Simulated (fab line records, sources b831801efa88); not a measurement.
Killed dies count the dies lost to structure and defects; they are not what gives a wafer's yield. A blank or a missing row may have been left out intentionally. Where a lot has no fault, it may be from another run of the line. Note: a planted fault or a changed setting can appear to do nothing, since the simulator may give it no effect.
Which tool did it?    flow sfqLine    6 lots, 18 wafers sampled, at 3 steps of a route of 325

## WHAT THE GAUGES READ, wafer by wafer
SFQ_I5_OVL_MEAS_936.
lot   measured      on          I5_OVL (nm)
L107  day 62 03:01  overlay-02  -3 -1 -6
L109  day 62 06:57  overlay-01  9 10 11
L111  day 67 21:32  overlay-02  0 -6 0
L113  day 67 23:55  overlay-02  -3 -6 2
L117  day 68 18:56  overlay-01  147 151 147
L119  day 68 23:43  overlay-01  133 135 137

## WHAT TOOL EACH LOT RAN ON (gives the tool, then ch and the chambers of the sampled wafers, and finally the start)
lot   SFQ_TRILAYER_I3_VIA_BARC_OPEN_VIA_ETCH_121  SFQ_TRILAYER_I5_LITHO_EXPOSE_145
L107  rieDiel-03 ch 0,1,3, day 44 01:04           krfScanner-02 ch 0, day 62 01:43
L109  rieDiel-03 ch 2,3, day 45 01:53             krfScanner-01 ch 0, day 62 05:39
L111  rieDiel-03 ch 0,1,2, day 51 22:55           krfScanner-01 ch 0, day 67 20:37
L113  rieDiel-04 ch 1,2,3, day 52 01:18           krfScanner-01 ch 0, day 67 22:25
L117  rieDiel-01 ch 1,2, day 53 15:43             krfScanner-02 ch 0, day 68 17:49
L119  rieDiel-03 ch 0,1, day 53 19:19             krfScanner-02 ch 0, day 68 22:13
- SFQ_TRILAYER_I3_VIA_BARC_OPEN_VIA_ETCH_121: etches BARC in O2, target depth 125 nm, time 41.7 s.
- SFQ_TRILAYER_I5_LITHO_EXPOSE_145: exposes mask I5, target cd 700 nm.

## THE ANSWER, worked out from the rows above alone
Rule: what is usual is taken from the lots themselves. Put in order of their means at a reading, lots are off if they are a third of the lots or fewer, leave a main group of 4 or more, and stand apart from it by a gap of 3 or more times the standard deviation of the main group's means; of several such gaps the widest counts. A main group is skipped when, at the precision printed for the reading in the tables above, its means are all equal. A lot without any number at a reading at which 4 lots or more have one is off too. Any other lot the step has rows for is counted as sound.
Off: at SFQ_I5_OVL_MEAS_936 (I5_OVL), L117, L119. Mean 1 nm and standard deviation 5.5 in the main group.
If a tool, at a process step before that reading, ran all the lots that are off and no sound lot after the first of them, it fits. Those tools and the gauges at SFQ_I5_OVL_MEAS_936 are tried in the same way. 2 tools fit, krfScanner-02 at SFQ_TRILAYER_I5_LITHO_EXPOSE_145 and overlay-01 at SFQ_I5_OVL_MEAS_936, so this cannot tell which one it is.

## WHAT HAD BEEN PUT IN BY THE SIMULATOR
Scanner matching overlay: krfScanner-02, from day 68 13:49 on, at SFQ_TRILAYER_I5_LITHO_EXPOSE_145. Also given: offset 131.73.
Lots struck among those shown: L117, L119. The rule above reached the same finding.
